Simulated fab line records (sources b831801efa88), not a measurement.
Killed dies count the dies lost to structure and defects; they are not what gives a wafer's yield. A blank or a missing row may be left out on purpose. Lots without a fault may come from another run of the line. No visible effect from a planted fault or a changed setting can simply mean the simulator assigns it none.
fab line records | flow sky130
[record] lots = 11 | wafers = 33 | last_day = 50
route steps=708 shown LI_CONTACT@376 LOCAL_INTERCONNECT@400 CONTACT@409 PAD_OPEN@708
lots that met no fault: from a run of the same line without faults
start_h: the number of hours between the record's first day and the start of the first shown wafer of the lot | wait_h: hours from the lot's prior step to this one | " the same as in the row above | L1.1+2: one row covering several wafers at once | - no value, or no start was given | * or withheld: withheld | < > ~ a bound
route shown NAME@n: names a module that has steps shown in the file, with the first one's number in the route | usual: mean and standard deviation over wafers with no fault | same: alike in all rows | chamber/n: place in a boat | sites: each site's reading | _std_site: standard deviation of those values | _edge_site: the outer-site mean with the inner-site mean subtracted | radius_mm: how far each site lies from the wafer's centre | mask NAME#n: copy n | behind: the last tool/chamber to shape the wafer | hold: why the lot went on hold/how many hours it stayed there/how the hold came to an end | device: names the non-switching transistor (n, p or np) | end of line: tests run on the same wafers once the route is complete | step lacking rows: just its recipe | killed: dies that structure and defects cost at the first sort, which is not the same as the wafer's yield | map: dies across one wafer; x = killed, . = not, _ = none there
set.NAME: the setting as run; set.NAME@STEP: as run at that earlier step | model.NAME: the simulator's own value behind a step, which no gauge read
a sample of lots followed through the steps of the route, with each step as a table and each wafer as a row
services: the hour from which a tool's chamber was out of use, counted from the record's first day as start_h (under 0 if before that day), plus the number of hours and why
[[steps]]
[step SKY_LI_CONTACT_ETCH_14]
[recipe] chemistry = N2/H2 | target = BARC | ion_energy_ev = 200 | source_w = 500 | bias_w = 100 | pressure_mtorr = 30 | n2_flow_sccm = 100 | h2_flow_sccm = 200 | stop_on = SiO2 | time_s = 45.9 | target_depth_a = 600
[usual] chamber_pressure_mTorr = 30.001/0.026 | drypump_motor_current_A = 5.8/0.49 | oes_product_au = 0.855/0.0047 | throttle_valve_pct = 13.225/0.0092
lot.wafer | tool        | chamber | start_h | wait_h | chamber_pressure_mTorr | drypump_motor_current_A | oes_product_au | rf_hours_counter_h | throttle_valve_pct
L603.1    | rie_diel-03 | 3       | 684.01  | 0.0    | 29.983                 | 5.4                     | 0.861          | 16                 | 13.232
L603.3    | "           | 2       | "       | "      | 30.047                 | 6.4                     | 0.856          | 12                 | 13.227
L603.5    | "           | 0       | "       | "      | 29.976                 | 6.0                     | 0.855          | -                  | 13.228
L604.2    | rie_diel-04 | 2       | 691.86  | 0.0    | 30.037                 | 5.7                     | 0.865          | 10                 | 13.205
L604.4    | "           | 3       | "       | "      | 30.050                 | 5.4                     | 0.858          | 12                 | 13.229
L604.6    | "           | 3       | "       | "      | 29.970                 | 5.4                     | 0.844          | -                  | 13.224
L605.1    | rie_diel-03 | 3       | 700.96  | 0.0    | 30.032                 | 5.4                     | 0.849          | 17                 | 13.232
L605.4    | "           | 2       | "       | "      | 30.048                 | 6.4                     | 0.861          | 13                 | 13.228
L605.6    | "           | 1       | "       | "      | 29.910                 | 5.2                     | 0.860          | -                  | 13.228
L606.1    | rie_diel-03 | 3       | 714.05  | 0.0    | 30.012                 | 5.4                     | 0.851          | 17                 | 13.239
L606.2    | "           | 1       | "       | "      | 29.974                 | 5.2                     | 0.860          | 6                  | 13.223
L606.5    | "           | 2       | "       | "      | 30.016                 | 6.4                     | 0.856          | -                  | 13.220
L608.1    | rie_diel-04 | 1       | 722.15  | 0.0    | 30.031                 | 6.0                     | 0.856          | 3                  | 13.210
L608.4    | "           | 2       | "       | "      | 29.987                 | 5.7                     | 0.853          | 10                 | 13.223
L608.5    | "           | 3       | "       | "      | 30.002                 | 5.4                     | 0.860          | -                  | 13.220
L612.1    | rie_diel-01 | 1       | 749.21  | 0.0    | 29.995                 | 6.4                     | 0.850          | 10                 | 13.225
L612.2    | "           | 2       | "       | "      | 30.020                 | 5.2                     | 0.842          | 10                 | 13.228
L612.5    | "           | 1       | "       | "      | 30.051                 | 6.4                     | 0.856          | -                  | 13.233
L617.2    | rie_diel-04 | 2       | 793.76  | 0.0    | 29.981                 | 5.7                     | 0.855          | 12                 | 13.219
L617.4    | "           | 0       | "       | "      | 30.003                 | 5.0                     | 0.854          | 35                 | 13.236
L617.5    | "           | 2       | "       | "      | 30.014                 | 5.7                     | 0.853          | -                  | 13.219
L619.1    | rie_diel-01 | 2       | 809.51  | 0.0    | 29.975                 | 5.2                     | 0.854          | 12                 | 13.228
L619.3    | "           | 1       | "       | "      | 29.975                 | 6.4                     | 0.851          | 13                 | 13.224
L619.6    | "           | 1       | "       | "      | 30.016                 | 6.5                     | 0.853          | -                  | 13.220
L621.1    | rie_diel-01 | 1       | 830.06  | 0.0    | 30.020                 | 6.4                     | 0.852          | 13                 | 13.226
L621.4    | "           | 0       | "       | "      | 30.018                 | 5.8                     | 0.859          | -                  | 13.224
L621.5    | "           | 1       | "       | "      | 29.968                 | 6.4                     | 0.862          | -                  | 13.211
L623.2    | rie_diel-01 | 0       | 830.90  | 0.0    | 30.000                 | 5.8                     | 0.854          | 3                  | 13.237
L623.3    | "           | 1       | "       | "      | 29.954                 | 6.4                     | 0.860          | 13                 | 13.211
L623.6    | "           | 2       | "       | "      | 30.008                 | 5.2                     | 0.856          | -                  | 13.216
L625.2    | rie_diel-04 | 2       | 844.75  | 0.0    | 30.022                 | 5.7                     | 0.857          | 13                 | 13.228
L625.3    | "           | 3       | "       | "      | 29.997                 | 5.3                     | 0.858          | 15                 | 13.227
L625.5    | "           | 1       | "       | "      | 30.037                 | 6.0                     | 0.850          | -                  | 13.208
[step SKY_LOCAL_INTERCONNECT_ETCH_13]
[recipe] chemistry = N2/H2 | target = BARC | ion_energy_ev = 200 | bias_w = 100 | pressure_mtorr = 30 | n2_flow_sccm = 100 | h2_flow_sccm = 200 | icp_w = 500 | stop_on = SiO2 | time_s = 45.9 | target_depth_a = 600
[usual] chamber_pressure_mTorr = 29.998/0.029 | drypump_motor_current_A = 5.9/0.37 | oes_product_au = 0.855/0.0047 | throttle_valve_pct = 13.223/0.0093
lot.wafer | tool         | chamber | start_h | wait_h | chamber_pressure_mTorr | drypump_motor_current_A | oes_product_au | rf_hours_counter_h | throttle_valve_pct
L603.1    | rie_metal-03 | 1       | 713.72  | 0.0    | 30.022                 | 5.9                     | 0.855          | 15                 | 13.229
L603.3    | "            | 0       | "       | "      | 30.005                 | 5.5                     | 0.858          | -                  | 13.224
L603.5    | "            | 1       | "       | "      | 29.972                 | 5.9                     | 0.859          | -                  | 13.209
L604.2    | rie_metal-03 | 1       | 721.31  | 0.0    | 30.075                 | 5.9                     | 0.853          | 15                 | 13.220
L604.4    | "            | 0       | "       | "      | 29.997                 | 5.6                     | 0.856          | -                  | 13.221
L604.6    | "            | 1       | "       | "      | 30.047                 | 5.9                     | 0.851          | -                  | 13.236
L605.1    | rie_metal-03 | 1       | 730.31  | 0.0    | 30.049                 | 5.9                     | 0.854          | 15                 | 13.229
L605.4    | "            | 1       | "       | "      | 29.995                 | 5.9                     | 0.855          | -                  | 13.231
L605.6    | "            | 0       | "       | "      | 29.939                 | 5.5                     | 0.843          | -                  | 13.221
L606.1    | rie_metal-03 | 0       | 743.41  | 0.0    | 30.038                 | 5.6                     | 0.853          | 4                  | 13.218
L606.2    | "            | 1       | "       | "      | 30.015                 | 5.9                     | 0.856          | 15                 | 13.233
L606.5    | "            | 0       | "       | "      | 29.957                 | 5.5                     | 0.857          | -                  | 13.219
L608.1    | rie_metal-04 | 0       | 750.96  | 0.0    | 29.992                 | 6.4                     | 0.857          | 7                  | 13.222
L608.4    | "            | 0       | "       | "      | 30.016                 | 6.4                     | 0.859          | -                  | 13.221
L608.5    | "            | 0       | "       | "      | 29.967                 | 6.4                     | 0.858          | -                  | 13.224
L612.1    | rie_metal-03 | 0       | 777.07  | 0.0    | 29.971                 | 5.6                     | 0.853          | 6                  | 13.227
L612.2    | "            | 0       | "       | "      | 29.999                 | 5.5                     | 0.856          | -                  | 13.235
L612.5    | "            | 0       | "       | "      | 30.035                 | 5.5                     | 0.854          | -                  | 13.217
L617.2    | rie_metal-03 | 0       | 821.97  | 0.0    | 30.010                 | 5.5                     | 0.855          | 8                  | 13.225
L617.4    | "            | 0       | "       | "      | 30.014                 | 5.5                     | 0.850          | -                  | 13.236
L617.5    | "            | 1       | "       | "      | 29.965                 | 5.9                     | 0.854          | -                  | 13.211
L619.1    | rie_metal-03 | 1       | 836.67  | 0.0    | 29.930                 | 5.9                     | 0.859          | 2                  | 13.228
L619.3    | "            | 0       | "       | "      | 29.962                 | 5.5                     | 0.853          | -                  | 13.224
L619.6    | "            | 0       | "       | "      | 30.022                 | 5.5                     | 0.856          | -                  | 13.239
L621.1    | rie_metal-03 | 0       | 856.76  | 0.0    | 29.999                 | 5.6                     | 0.853          | 9                  | 13.213
L621.4    | "            | 1       | "       | "      | 29.991                 | 5.9                     | 0.859          | -                  | 13.219
L621.5    | "            | 0       | "       | "      | 30.017                 | 5.6                     | 0.850          | -                  | 13.213
L623.2    | rie_metal-02 | 0       | 857.48  | 0.0    | 29.978                 | 6.4                     | 0.847          | -                  | 13.219
L623.3    | "            | 0       | "       | "      | 30.038                 | 6.4                     | 0.856          | -                  | 13.207
L623.6    | "            | 0       | "       | "      | 30.007                 | 6.4                     | 0.846          | -                  | 13.204
L625.2    | rie_metal-02 | 1       | 872.02  | 0.0    | 30.031                 | 5.5                     | 0.859          | 0                  | 13.226
L625.3    | "            | 1       | "       | "      | 29.980                 | 5.5                     | 0.847          | -                  | 13.225
L625.5    | "            | 0       | "       | "      | 29.979                 | 6.3                     | 0.856          | -                  | 13.215
[step SKY_LOCAL_INTERCONNECT_STRIP_15]
[recipe] chemistry = O2/N2 | power_w = 1400 | pressure_mtorr = 1500 | platen_temp_c = withheld | o2_flow_sccm = 3000 | n2_flow_sccm = 300 | overash_fraction = 0.5
[usual] chamber_pressure_mTorr = 1499.8/1.3 | drypump_motor_current_A = 5.9/0.42 | oes_product_au = 0.427/0.0046 | strip_time_to_endpoint_s = 4.727/0.019
lot.wafer | tool            | chamber | start_h | wait_h | chamber_pressure_mTorr | drypump_motor_current_A | oes_product_au | rf_hours_counter_h | strip_time_to_endpoint_s
L603.1    | plasma_asher-01 | 1       | 713.83  | 0.0    | 1499.9                 | 6.7                     | 0.437          | 108                | 4.731
L603.3    | "               | 0       | "       | "      | 1500.5                 | 6.1                     | 0.433          | -                  | 4.705
L603.5    | "               | 0       | "       | "      | 1500.9                 | 6.1                     | 0.425          | -                  | 4.755
L604.2    | plasma_asher-01 | 1       | 721.42  | 0.0    | 1499.2                 | 6.7                     | 0.429          | 109                | 4.737
L604.4    | "               | 1       | "       | "      | 1499.2                 | 6.7                     | 0.429          | -                  | 4.742
L604.6    | "               | 0       | "       | "      | 1498.0                 | 6.1                     | 0.428          | -                  | 4.739
L605.1    | plasma_asher-01 | 1       | 730.42  | 0.0    | 1500.2                 | 6.7                     | 0.423          | 110                | 4.704
L605.4    | "               | 0       | "       | "      | 1497.5                 | 6.2                     | 0.422          | -                  | 4.719
L605.6    | "               | 1       | "       | "      | 1502.3                 | 6.7                     | 0.426          | -                  | 4.720
L606.1    | plasma_asher-03 | 1       | 743.52  | 0.0    | 1500.4                 | 5.8                     | 0.429          | 66                 | 4.727
L606.2    | "               | 0       | "       | "      | 1496.1                 | 5.8                     | 0.429          | 66                 | 4.734
L606.5    | "               | 0       | "       | "      | 1497.6                 | 5.8                     | 0.427          | -                  | 4.736
L608.1    | plasma_asher-01 | 1       | 751.27  | 0.1    | 1497.9                 | 6.7                     | 0.421          | 1                  | 4.737
L608.4    | "               | 0       | "       | "      | 1500.4                 | 6.2                     | 0.426          | -                  | 4.718
L608.5    | "               | 0       | "       | "      | 1500.0                 | 6.1                     | 0.420          | -                  | 4.718
L612.1    | plasma_asher-04 | 0       | 777.29  | 0.1    | 1500.3                 | 6.0                     | 0.431          | 88                 | 4.736
L612.2    | "               | 1       | "       | "      | 1501.0                 | 5.3                     | 0.433          | 88                 | 4.731
L612.5    | "               | 1       | "       | "      | 1501.0                 | 5.3                     | 0.425          | -                  | 4.713
L617.2    | plasma_asher-04 | 1       | 822.08  | 0.0    | 1500.8                 | 5.3                     | 0.426          | 92                 | 4.753
L617.4    | "               | 0       | "       | "      | 1501.1                 | 6.0                     | 0.426          | -                  | 4.705
L617.5    | "               | 0       | "       | "      | 1500.7                 | 6.0                     | 0.432          | -                  | 4.720
L619.1    | plasma_asher-04 | 0       | 836.78  | 0.0    | 1499.7                 | 6.0                     | 0.431          | 94                 | 4.819
L619.3    | "               | 1       | "       | "      | 1500.3                 | 5.3                     | 0.427          | -                  | 4.723
L619.6    | "               | 1       | "       | "      | 1499.9                 | 5.3                     | 0.431          | -                  | 4.723
L621.1    | plasma_asher-04 | 1       | 856.87  | 0.0    | 1501.3                 | 5.3                     | 0.419          | 96                 | 4.821
L621.4    | "               | 1       | "       | "      | 1500.5                 | 5.2                     | 0.430          | -                  | 4.735
L621.5    | "               | 0       | "       | "      | 1499.5                 | 6.0                     | 0.428          | -                  | 4.747
L623.2    | plasma_asher-04 | 1       | 857.69  | 0.1    | 1499.7                 | 5.3                     | 0.428          | 96                 | 4.699
L623.3    | "               | 0       | "       | "      | 1499.9                 | 6.0                     | 0.422          | -                  | 4.716
L623.6    | "               | 1       | "       | "      | 1496.3                 | 5.3                     | 0.420          | -                  | 4.711
L625.2    | plasma_asher-01 | 0       | 872.13  | 0.0    | 1501.0                 | 6.2                     | 0.431          | 12                 | 4.708
L625.3    | "               | 0       | "       | "      | 1501.8                 | 6.2                     | 0.414          | -                  | 4.737
L625.5    | "               | 0       | "       | "      | 1500.0                 | 6.2                     | 0.426          | -                  | 4.717
[step SKY_CONTACT_THK_MEAS_03]
[recipe] reads = SiO2_of_CONTACT_HDPCVD_02
[usual] CONTACT_HDPCVD_THK = 564/5.3
lot.wafer | tool          | chamber | start_h | wait_h | CONTACT_HDPCVD_THK[nm]
L603.1    | film_metro-02 | -       | 714.58  | 0.0    | 560
L603.3    | "             | -       | "       | "      | 563
L603.5    | "             | -       | "       | "      | 566
L604.2    | film_metro-02 | -       | 722.60  | 0.0    | 565
L604.4    | "             | -       | "       | "      | 567
L604.6    | "             | -       | "       | "      | 564
L605.1    | film_metro-03 | -       | 731.22  | 0.0    | 567
L605.4    | "             | -       | "       | "      | 567
L605.6    | "             | -       | "       | "      | 555
L606.1    | film_metro-03 | -       | 744.32  | 0.0    | 566
L606.2    | "             | -       | "       | "      | 556
L606.5    | "             | -       | "       | "      | 558
L608.1    | film_metro-03 | -       | 752.06  | 0.0    | 566
L608.4    | "             | -       | "       | "      | 570
L608.5    | "             | -       | "       | "      | 565
L612.1    | film_metro-02 | -       | 778.06  | 0.0    | 563
L612.2    | "             | -       | "       | "      | 568
L612.5    | "             | -       | "       | "      | 566
L617.2    | film_metro-03 | -       | 822.96  | 0.0    | 558
L617.4    | "             | -       | "       | "      | 571
L617.5    | "             | -       | "       | "      | 570
L619.1    | film_metro-02 | -       | 837.57  | 0.0    | 560
L619.3    | "             | -       | "       | "      | 563
L619.6    | "             | -       | "       | "      | 569
L621.1    | film_metro-04 | -       | 857.67  | 0.0    | 566
L621.4    | "             | -       | "       | "      | 556
L621.5    | "             | -       | "       | "      | 554
L623.2    | film_metro-02 | -       | 858.46  | 0.0    | 568
L623.3    | "             | -       | "       | "      | 568
L623.6    | "             | -       | "       | "      | 564
L625.2    | film_metro-04 | -       | 872.90  | 0.0    | 559
L625.3    | "             | -       | "       | "      | 564
L625.5    | "             | -       | "       | "      | 562
[step SKY_CONTACT_OVL_MEAS_15]
[usual] CONTACT_OVL = 0/5.4
lot.wafer | tool       | chamber | start_h | wait_h | CONTACT_OVL[nm]
L603.1    | overlay-01 | -       | 743.18  | 0.1    | -2
L603.3    | "          | -       | "       | "      | -4
L603.5    | "          | -       | "       | "      | -9
L604.2    | overlay-02 | -       | 749.33  | 0.1    | -7
L604.4    | "          | -       | "       | "      | -4
L604.6    | "          | -       | "       | "      | -3
L605.1    | overlay-01 | -       | 757.47  | 0.1    | -6
L605.4    | "          | -       | "       | "      | 3
L605.6    | "          | -       | "       | "      | 2
L606.1    | overlay-02 | -       | 770.08  | 0.1    | 4
L606.2    | "          | -       | "       | "      | 9
L606.5    | "          | -       | "       | "      | 8
L608.1    | overlay-02 | -       | 778.42  | 0.1    | 2
L608.4    | "          | -       | "       | "      | 7
L608.5    | "          | -       | "       | "      | -4
L612.1    | overlay-02 | -       | 804.51  | 0.1    | 2
L612.2    | "          | -       | "       | "      | 1
L612.5    | "          | -       | "       | "      | 6
L617.2    | overlay-01 | -       | 848.62  | 0.1    | 11
L617.4    | "          | -       | "       | "      | 4
L617.5    | "          | -       | "       | "      | 4
L619.1    | overlay-01 | -       | 863.72  | 0.1    | -5
L619.3    | "          | -       | "       | "      | -3
L619.6    | "          | -       | "       | "      | -2
L621.1    | overlay-01 | -       | 884.59  | 0.1    | 4
L621.4    | "          | -       | "       | "      | 9
L621.5    | "          | -       | "       | "      | 3
L623.2    | overlay-02 | -       | 884.99  | 0.1    | 3
L623.3    | "          | -       | "       | "      | 2
L623.6    | "          | -       | "       | "      | 7
L625.2    | overlay-01 | -       | 899.03  | 0.1    | -4
L625.3    | "          | -       | "       | "      | 5
L625.5    | "          | -       | "       | "      | 11
[step SKY_PAD_OPEN_PROBE_99]
[usual] killed_at_M0_to_M3 = 43/6.8 | killed_at_M4_up = 3.2/1.7 | killed_at_contacts = 24/5.7 | killed_at_front_end = 16/4.3 | killed_at_other = 0.3/0.56 | killed_dies = 86/9.5 | killed_open = 47/6.9 | killed_short = 39/5.8
[same] gross_dies = 492 | killed_at_back_side = 0
lot.wafer | tool      | chamber | start_h | wait_h | killed_at_M0_to_M3 | killed_at_M4_up | killed_at_contacts | killed_at_front_end | killed_at_other | killed_dies | killed_open | killed_short
L619.1    | prober-02 | -       | 1171.82 | 0.1    | 48                 | 1               | 22                 | 16                  | 0               | 87          | 43          | 40
L621.1    | prober-02 | -       | 1185.27 | 0.1    | 44                 | 5               | 29                 | 16                  | 1               | 95          | 56          | 38
// killed by level:class
L619.1 VIA1:geometric_particle:open=10 VIA3:geometric_particle:open=10 CONTACT:geometric_particle:open=7 FIELD_ISO:geometric_particle:short=6 METAL2:geometric_particle:short=5 METAL3:geometric_particle:short=4 POLY_GATE:geometric_particle:short=4 METAL1:geometric_particle:short=4
L621.1 CONTACT:geometric_particle:open=14 VIA1:geometric_particle:open=13 VIA2:geometric_particle:open=6 FIELD_ISO:geometric_particle:short=5 METAL1:geometric_particle:short=5 LI_CONTACT:geometric_particle:open=5 VIA3:geometric_particle:short=5 POLY_GATE:geometric_particle:open=4
[[services]]
tool            | chamber | start_h | hours | kind
rie_diel-01     | 0       | 673.91  | 5.5   | repair
rie_metal-03    | -       | 682.81  | 0.3   | repair
rie_diel-04     | 2       | 692.67  | 9.4   | repair
plasma_asher-03 | -       | 712.87  | 3.2   | repair
rie_diel-04     | -       | 729.41  | 0.3   | repair
plasma_asher-01 | -       | 733.75  | 9.0   | pm
plasma_asher-01 | 0       | 733.75  | 9.0   | vent_cycle
plasma_asher-01 | 1       | 733.75  | 9.0   | vent_cycle
plasma_asher-01 | -       | 742.75  | 2.8   | pm
rie_diel-03     | 2       | 746.47  | 7.1   | repair
rie_metal-03    | 1       | 756.82  | -     | clean
rie_metal-03    | 1       | 756.82  | 28.7  | scheduled_down
rie_metal-03    | 1       | 756.82  | 28.7  | vent_cycle
rie_diel-03     | -       | 757.53  | 4.3   | pm
rie_diel-04     | 0       | 771.80  | 8.2   | repair
rie_diel-03     | 2       | 778.82  | 1.6   | repair
plasma_asher-03 | -       | 783.87  | 0.4   | repair
rie_diel-01     | 2       | 791.27  | 10.2  | repair
rie_diel-03     | -       | 798.36  | 14.6  | pm
rie_diel-04     | 0       | 810.69  | 2.5   | repair
plasma_asher-01 | -       | 827.90  | 4.4   | repair
rie_metal-04    | -       | 828.11  | 2.8   | pm
rie_metal-03    | 1       | 840.40  | 2.4   | repair
rie_metal-02    | -       | 870.06  | 1.5   | repair
[[key]]
[first_sign] step = SKY_LOCAL_INTERCONNECT_STRIP_15 | reading = strip_time_to_endpoint_s | direction = up | sigmas = 4.9 | usual = * | struck = *
effect none on later readings
met_at SKY_LOCAL_INTERCONNECT_ETCH_13
struck_lots L619,L621
struck_wafers L619.1,L621.1
tester_left_out L619,L621
not_acting_at SKY_LI_CONTACT_ETCH_14,SKY_CONTACT_THK_MEAS_03,SKY_CONTACT_OVL_MEAS_15
onset_between 821.97 836.67
[fault] kind = process_parameter_drift | tool = rie_metal-03 | chamber = - | onset_h = 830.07 | steps = SKY_LOCAL_INTERCONNECT_ETCH_13 | channel = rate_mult | offset = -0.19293 | shape = step | end_h = 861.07 | scope = struck_wafers_only
// tester_left_out: of these lots the tester's yield and bins aren't shown, on N5 and GAA mostly nor the transistor test; their killed dies are dies lost to structure and defects alone, not to doping, threshold or leakage, so they don't give the yield
